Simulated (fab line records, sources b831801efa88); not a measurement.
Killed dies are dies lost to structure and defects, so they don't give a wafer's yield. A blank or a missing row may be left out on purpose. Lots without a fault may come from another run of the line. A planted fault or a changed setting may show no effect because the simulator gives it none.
fab line records | flow sky130
record lots=6 wafers=18 last_day=50
route steps=708 shown METAL5@671 PASSIVATION@681 PAD_OPEN@708
lots that met no fault: from a run of the same line without faults
start_h: hours from the record's first day to the start of the lot's first wafer shown | wait_h: hours since the lot's step before | " the same as in the row above | L1.1+2: a row that stands for several wafers | - no value, or no start given | * or withheld: withheld | < > ~ a bound
route shown NAME@n: a module of which the file shows steps, and the number in the route of the first | usual: mean/standard deviation of fault-free wafers | same: alike in all rows | chamber/n: place in a boat | sites: the reading at each site | _std_site: their standard deviation | _edge_site: outer sites' mean less inner sites' | radius_mm: how far each site lies from the wafer's centre | mask NAME#n: copy n | behind: the tool/chamber that last shaped the wafer | hold: why the lot was held/for how many hours/how that ended | device: the transistor (n, p or np) that didn't switch | end of line: the same wafers' tests at the end of the route | a step without rows: its recipe alone | killed: dies lost to structure and defects at the first sort, not the wafer's yield | map: a wafer's dies, x killed, . not, _ none there
set.NAME: the setting as run; set.NAME@STEP: as run at that earlier step | model.NAME: the simulator's own value behind a step, which no gauge read
lots at some steps of the route; a table a step, a row a wafer
services: from which hour (start_h, from the record's first day; less than 0 if before it) a tool's chamber was out of use, for how many hours, and why
## steps
# step SKY_METAL5_SOFTBAKE_10
# recipe temp_c=90 time_s=60 resist=NOVOLAK
# step SKY_METAL5_EXPOSE_11
# recipe mask_id=MM5 na=0.6 source_shape=conventional sigma_outer=0.6 polarization=unpolarized target_cd_nm=1600 dose_mj=190
# step SKY_METAL5_PEB_12
# recipe temp_c=withheld time_s=* resist=NOVOLAK
# step SKY_METAL5_DEVELOP_13
# recipe resist=NOVOLAK developer=TMAH develop_time_s=60 dev_temp_c=23
# step SKY_METAL5_DESCUM_14
# recipe chemistry=O2 source_power_w=150 bias_power_w=0 pressure_mtorr=10 temp_c=40 time_s=11
# usual drypump_motor_current_A=5.6/0.63 he_backside_leak_sccm=3.35/0.17 oes_product_au=1.003/0.0071
# columns lot.wafer tool chamber start_h wait_h drypump_motor_current_A he_backside_leak_sccm oes_product_au rf_hours_counter_h
L107.1 rie_metal-02 1 1100.46 0.1 5.5 3.75 1.004 17
L107.2 " 0 " " 4.8 3.15 1.011 18
L107.3 " 0 " " 4.7 3.25 1.009 -
L108.3 rie_metal-02 0 1102.08 0.1 4.7 3.37 0.994 -
L108.4 " 0 " " 4.7 3.43 0.998 -
L108.6 " 0 " " 4.7 3.48 1.001 -
L109.1 rie_metal-02 0 1109.06 0.1 4.7 3.31 1.002 19
L109.3 " 0 " " 4.7 3.40 1.003 -
L109.5 " 0 " " 4.7 3.38 0.996 -
L117.2 rie_metal-02 0 1150.83 0.1 4.7 3.16 1.001 23
L117.4 " 0 " " 4.7 3.31 0.999 -
L117.5 " 0 " " 4.7 3.25 1.013 -
L118.2 rie_metal-03 1 1154.81 0.1 6.3 3.59 1.003 25
L118.5 " 0 " " 6.0 3.36 1.006 -
L118.6 " 1 " " 6.2 3.47 1.005 -
L121.2 rie_metal-03 0 1160.73 0.1 6.0 3.34 0.984 24
L121.4 " 0 " " 6.1 3.43 1.001 -
L121.6 " 0 " " 6.0 3.37 0.995 -
# step SKY_METAL5_METAL_ETCH_15
# recipe target_depth_a=12600 stop_on=SiO2 over_etch_frac=0.2 time_s=252 chemistry=Cl2/BCl3 resist_sidewall_deg=86 pressure_mtorr=10 icp_w=900 bias_w=48.5 Cl2_flow_sccm=60 bcl3_flow_sccm=30
# usual drypump_motor_current_A=5.6/0.62 he_backside_leak_sccm=3.4/0.4 oes_product_au=0.894/0.0048 throttle_valve_pct=22.264/0.0099
# columns lot.wafer tool chamber start_h wait_h drypump_motor_current_A he_backside_leak_sccm oes_product_au rf_hours_counter_h throttle_valve_pct
L107.1 rie_metal-02 1 1100.49 0.0 5.5 3.7 0.898 17 22.275
L107.2 " 0 " " 4.8 3.3 0.898 18 22.276
L107.3 " 0 " " 4.7 3.3 0.892 - 22.257
L108.3 rie_metal-02 0 1102.28 0.2 4.7 3.2 0.891 - 22.254
L108.4 " 0 " " 4.7 3.2 0.888 - 22.250
L108.6 " 0 " " 4.7 3.3 0.896 - 22.267
L109.1 rie_metal-02 0 1109.09 0.0 4.7 3.3 0.883 19 22.254
L109.3 " 0 " " 4.7 3.3 0.892 - 22.258
L109.5 " 0 " " 4.7 3.3 0.897 - 22.267
L117.2 rie_metal-02 0 1150.86 0.0 4.8 3.4 0.892 23 22.275
L117.4 " 0 " " 4.7 3.3 0.893 - 22.258
L117.5 " 0 " " 4.7 3.2 0.894 - 22.272
L118.2 rie_metal-03 1 1154.84 0.0 6.2 3.4 0.888 25 22.274
L118.5 " 0 " " 6.1 3.2 0.899 - 22.276
L118.6 " 1 " " 6.2 3.5 0.894 - 22.266
L121.2 rie_metal-03 0 1160.76 0.0 6.0 3.4 0.891 24 22.271
L121.4 " 0 " " 6.0 3.0 0.887 - 22.275
L121.6 " 0 " " 6.0 3.3 0.897 - 22.269
# step SKY_METAL5_STRIP_16
# recipe chemistry=O2/N2 power_w=1400 pressure_mtorr=1500 platen_temp_c=withheld o2_flow_sccm=3000 n2_flow_sccm=300 overash_fraction=0.5
# usual drypump_motor_current_A=5.7/0.44 oes_product_au=0.710/0.0047 strip_time_to_endpoint_s=13.06/0.1
# same overash_fraction=0.5
# columns lot.wafer tool chamber start_h wait_h drypump_motor_current_A oes_product_au rf_hours_counter_h strip_time_to_endpoint_s
L107.1 plasma_asher-04 0 1100.73 0.2 5.9 0.707 36 12.96
L107.2 " 1 " " 5.8 0.705 36 13.03
L107.3 " 1 " " 5.8 0.708 - 13.04
L108.3 plasma_asher-04 0 1102.63 0.3 5.9 0.707 - 12.88
L108.4 " 1 " " 5.7 0.704 - 12.93
L108.6 " 0 " " 5.9 0.704 - 12.89
L109.1 plasma_asher-02 0 1109.33 0.2 5.7 0.707 67 13.13
L109.3 " 0 " " 5.7 0.711 - 13.05
L109.5 " 0 " " 5.7 0.709 - 13.13
L117.2 plasma_asher-04 0 1151.09 0.2 5.8 0.707 41 13.05
L117.4 " 1 " " 5.8 0.712 - 13.07
L117.5 " 0 " " 5.8 0.714 - 13.12
L118.2 plasma_asher-03 0 1155.08 0.2 6.3 0.702 8 13.15
L118.5 " 1 " " 5.9 0.706 - 13.14
L118.6 " 0 " " 6.3 0.718 - 13.15
L121.2 plasma_asher-02 1 1160.99 0.2 4.8 0.716 72 13.07
L121.4 " 0 " " 5.7 0.706 - 13.05
L121.6 " 1 " " 4.7 0.709 - 12.98
# step SKY_METAL5_STRIP_17
# recipe chemistry=post_etch_residue_remover time_s=1200 temp_c=72.5
# step SKY_METAL5_CLEAN_18
# recipe chemistry=IPA time_s=180 temp_c=25
# step SKY_METAL5_CLEAN_19
# recipe chemistry=O3/DIW dry=n2_spin
# step SKY_PASSIVATION_CVD_00
# recipe material=SiO2 target_thk_nm=90 temp_c=400 time_s=withheld rf_w=600
# usual heater_power_outer_w=418/72 heater_power_w=721/96
# columns lot.wafer tool chamber start_h wait_h heater_power_outer_w heater_power_w
L107.1 pecvd-04 2 1101.75 0.0 448 688
L107.2 " 1 " " 445 703
L107.3 " 0 " " 306 600
L108.3 pecvd-01 2 1103.19 0.0 279 572
L108.4 " 1 " " 482 770
L108.6 " 0 " " 508 869
L109.1 pecvd-02 1 1110.48 0.0 486 767
L109.3 " 2 " " 428 716
L109.5 " 1 " " 491 787
L117.2 pecvd-02 1 1151.69 0.0 504 800
L117.4 " 0 " " 467 826
L117.5 " 2 " " 400 682
L118.2 pecvd-02 1 1156.21 0.0 473 753
L118.5 " 1 " " 486 755
L118.6 " 2 " " 336 599
L121.2 pecvd-04 2 1161.59 0.0 439 708
L121.4 " 2 " " 435 709
L121.6 " 1 " " 419 691
# step SKY_PASSIVATION_THK_MEAS_01
# recipe reads=SiO2_of_PASSIVATION_CVD_00
# usual PASSIVATION_CVD_00_THK=90.0/1.2
# columns lot.wafer tool chamber start_h wait_h PASSIVATION_CVD_00_THK[nm]
L107.1 film_metro-03 - 1101.77 - 87.1
L107.2 " - " " 88.4
L107.3 " - " " 89.2
L108.3 film_metro-04 - 1103.23 - 89.7
L108.4 " - " " 92.3
L108.6 " - " " 91.3
L109.1 film_metro-02 - 1110.50 - 89.3
L109.3 " - " " 91.5
L109.5 " - " " 90.4
L117.2 film_metro-04 - 1151.72 - 89.4
L117.4 " - " " 90.6
L117.5 " - " " 90.7
L118.2 film_metro-03 - 1156.24 - 88.8
L118.5 " - " " 90.1
L118.6 " - " " 91.7
L121.2 film_metro-03 - 1161.62 - 89.4
L121.4 " - " " 89.3
L121.6 " - " " 89.2
# step SKY_PASSIVATION_CVD_02
# recipe material=Si3N4 target_thk_nm=540 temp_c=400 time_s=withheld rf_w=450
# usual heater_power_outer_w=461/79 heater_power_w=774/110
# columns lot.wafer tool chamber start_h wait_h heater_power_outer_w heater_power_w
L107.1 pecvd-02 2 1101.83 0.1 465 768
L107.2 " 0 " " 440 787
L107.3 " 1 " " 507 831
L108.3 pecvd-04 1 1103.27 0.0 - -
L108.4 " 2 " " - -
L108.6 " 1 " " - -
L109.1 pecvd-01 2 1110.56 0.1 - -
L109.3 " 0 " " - -
L109.5 " 2 " " - -
L117.2 pecvd-01 2 1151.77 0.0 388 715
L117.4 " 1 " " 487 765
L117.5 " 0 " " 552 969
L118.2 pecvd-04 0 1156.29 0.0 342 646
L118.5 " 1 " " 522 851
L118.6 " 2 " " 466 727
L121.2 pecvd-01 2 1161.67 0.0 391 707
L121.4 " 0 " " 552 926
L121.6 " 1 " " 471 763
# step SKY_PAD_OPEN_PROBE_99
# usual defect_limited_yield=82.4/1.8 killed_at_M0_to_M3=43/7.8 killed_at_M4_up=3.2/1.7 killed_at_contacts=24/5.2 killed_at_front_end=15/4.5 killed_at_other=0.4/0.65 killed_dies=87/9.1 killed_open=47/7.3 killed_short=40/6.5 sort_bin_3_pad_short=0.9/0.46 sort_bin_5_function=10.4/1.5 sort_bin_6_memory=6.3/1 sort_n_pass=405/9.1 sort_yield_pct=82.4/1.8
# same gross_dies=492 killed_at_back_side=0 sort_bin_4_leakage[%]=0 sort_bin_8_speed[%]=0
# columns lot.wafer tool chamber start_h wait_h defect_limited_yield[%] killed_at_M0_to_M3 killed_at_M4_up killed_at_contacts killed_at_front_end killed_at_other killed_dies killed_open killed_short sort_bin_3_pad_short[%] sort_bin_5_function[%] sort_bin_6_memory[%] sort_n_pass sort_yield_pct[%]
L117.2 prober-02 - 1187.34 0.1 82.5 42 4 26 14 0 86 55 31 0.8 10.2 6.5 406 82.5
L117.4 prober-02 - 1187.44 0.2 83.1 47 7 19 10 0 83 48 35 1.0 9.1 6.7 409 83.1
L117.5 prober-02 - 1187.49 0.2 81.7 48 5 24 13 0 90 50 40 1.6 10.4 6.3 402 81.7
L121.2 prober-02 - 1197.22 0.1 84.1 30 0 31 17 0 78 40 38 0.6 10.8 4.5 414 84.1
L121.4 prober-02 - 1197.32 0.2 81.5 44 4 27 14 2 91 45 46 0.8 10.4 7.3 401 81.5
L121.6 prober-02 - 1197.42 0.2 85.6 35 0 26 10 0 71 43 28 0.2 10.2 4.1 421 85.6
# killed by level:class
L117.2 VIA1:geometric_particle:open=14 VIA2:geometric_particle:open=10 CONTACT:geometric_particle:open=8 FIELD_ISO:geometric_particle:open=5 LI_CONTACT:geometric_particle:open=5 LOCAL_INTERCONNECT:geometric_particle:short=5 VIA3:geometric_particle:open=5 CONTACT:geometric_particle:short=4
L117.4 VIA3:geometric_particle:open=10 CONTACT:geometric_particle:open=8 VIA1:geometric_particle:open=8 VIA2:geometric_particle:open=8 METAL4:geometric_particle:short=7 METAL2:geometric_particle:short=7 VIA1:geometric_particle:short=5 LI_CONTACT:geometric_particle:open=4
L117.5 CONTACT:geometric_particle:open=11 VIA1:geometric_particle:open=11 METAL1:geometric_particle:short=7 VIA3:geometric_particle:open=7 METAL2:geometric_particle:short=6 VIA2:geometric_particle:open=6 VIA3:geometric_particle:short=5 FIELD_ISO:geometric_particle:open=4
L121.2 LI_CONTACT:geometric_particle:open=11 CONTACT:geometric_particle:open=9 LI_CONTACT:geometric_particle:short=5 VIA1:geometric_particle:short=5 POLY_GATE:geometric_particle:open=4 POLY_GATE:geometric_particle:short=4 METAL1:geometric_particle:short=4 FIELD_ISO:geometric_particle:open=3
L121.4 VIA1:geometric_particle:open=9 LI_CONTACT:geometric_particle:open=8 CONTACT:geometric_particle:open=8 METAL3:geometric_particle:short=7 POLY_GATE:geometric_particle:short=6 LI_CONTACT:geometric_particle:short=5 METAL2:geometric_particle:short=5 POLY_GATE:geometric_particle:open=4
L121.6 CONTACT:geometric_particle:open=14 VIA2:geometric_particle:open=8 VIA3:geometric_particle:open=6 FIELD_ISO:geometric_particle:short=5 CONTACT:geometric_particle:short=5 LI_CONTACT:geometric_particle:open=4 VIA1:geometric_particle:open=4 METAL2:geometric_particle:short=4
## services
# columns tool chamber start_h hours kind
rie_metal-02 0 1079.12 5.9 repair
pecvd-01 2 1081.29 19.0 repair
rie_metal-02 - 1082.58 0.9 repair
rie_metal-02 1 1100.90 6.0 repair
pecvd-01 1 1120.31 5.5 scheduled_down
pecvd-04 2 1149.51 3.7 repair
pecvd-04 - 1156.62 2.8 pm
## key
first_sign step=SKY_PASSIVATION_CVD_02 reading=tool_record direction=missing
effect none on later readings
met_at SKY_PASSIVATION_CVD_02
struck_wafers L108.3,L108.4,L108.6,L109.1,L109.3,L109.5
scrapped_behind SKY_PASSIVATION_THK_MEAS_03 L108.3,L108.4,L108.6,L109.1,L109.3,L109.5
fault kind=skipped_step_whole tool=pecvd-01,pecvd-04 chamber=- onset_h=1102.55 steps=SKY_PASSIVATION_CVD_02 scope=struck_lots_only
